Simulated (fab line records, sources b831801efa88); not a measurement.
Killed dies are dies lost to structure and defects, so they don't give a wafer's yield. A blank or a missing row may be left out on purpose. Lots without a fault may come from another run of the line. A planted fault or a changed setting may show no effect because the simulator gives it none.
One fault seen from 2 desks | flow sky130 | each desk has only its own numbers; what lay behind them comes last

THE TOOL OWNER'S DESK: cvd_w-01
The tool's own readings at SKY_LI_CONTACT_CVD_21 (deposits W, target thk 400 nm, time 120.56 s): means of the sampled wafers that have a number, for each lot that ran on this tool. A lot is out of limits, marked OUT, if its mean lies more than 4 standard deviations from the usual mean; the brackets give that distance.
Columns: A = heater_power_w at SKY_LI_CONTACT_CVD_21, usual 925 W; B = susceptor_temp_C at SKY_LI_CONTACT_CVD_21, usual 400.02 C
lot  | first seen here | A   | B
L420 | day 30 18:53    | 982 | 400.06
L421 | day 31 06:01    | 900 | 400.06
L428 | day 33 06:10    | 898 | 399.89
L429 | day 33 13:07    | 827 | 386.60 (-67) OUT
L430 | day 34 00:28    | 905 | 386.57 (-67) OUT
This desk's finding: out of limits on L429, L430; first on L429, day 33 13:07 (susceptor_temp_C at SKY_LI_CONTACT_CVD_21). In limits: L420, L421, L428.

THE METROLOGY DESK
What the gauges read, lot by lot, whatever tool the lot ran on: means of the sampled wafers that have a number. A lot is out of limits, marked OUT, if its mean lies more than 4 standard deviations from the usual mean; the brackets give that distance.
Columns: A = POLY_CUT_OVL at SKY_POLY_CUT_OVL_MEAS_09, usual -5 nm; B = cd_nm at SKY_LI_CONTACT_CD_MEAS_12, usual 170.4 nm; C = LI_CONTACT_W_RS at SKY_LI_CONTACT_RS_MEAS_22, usual 0.285 ohm/sq; D = LI_CONTACT_W_THK at SKY_LI_CONTACT_THK_MEAS_23, usual 426 nm
lot  | first seen here | A   | B     | C               | D
L416 | day 24 19:43    | -4  | 172.9 | 0.288           | 427
L420 | day 25 22:25    | -2  | 170.1 | 0.277           | 437
L421 | day 26 08:00    | -2  | 169.1 | 0.286           | 438
L428 | day 28 12:13    | -7  | 171.9 | 0.278           | 434
L429 | day 28 20:44    | -12 | 168.8 | 0.364 (+16) OUT | 334 (-9.2) OUT
L430 | day 29 07:20    | -3  | 170.7 | 0.357 (+15) OUT | 335 (-9.1) OUT
L432 | day 29 20:40    | -1  | 170.3 | 0.290           | 421
L436 | day 31 03:58    | -3  | 173.2 | 0.286           | 424
L437 | day 31 16:30    | -16 | 170.0 | 0.290           | 409
L438 | day 31 19:20    | -10 | 171.3 | 0.289           | 418
L439 | day 31 23:48    | 2   | 169.1 | 0.290           | 406
This desk's finding: out of limits on L429, L430; first on L429, day 33 13:16 (LI_CONTACT_W_RS at SKY_LI_CONTACT_RS_MEAS_22). In limits: L416, L420, L421, L428, L432, L436, L437, L438, L439.

PUT TOGETHER
The tool owner's desk could have raised an alarm at day 33 13:07, on L429, L430.
The metrology desk could have raised an alarm at day 33 13:16, on L429, L430.
Of the lots named, all ran SKY_LI_CONTACT_CVD_21 on cvd_w-01.

WHAT THE SIMULATOR HAD PUT IN
Process parameter drift: cvd_w-01, from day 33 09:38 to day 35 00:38, at SKY_LI_CONTACT_CVD_21. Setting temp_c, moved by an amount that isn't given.
Lots struck among those shown: L429, L430.
Hours from the fault's start to each desk's first reading out of limits: the tool owner's desk, 3; the metrology desk, 4.
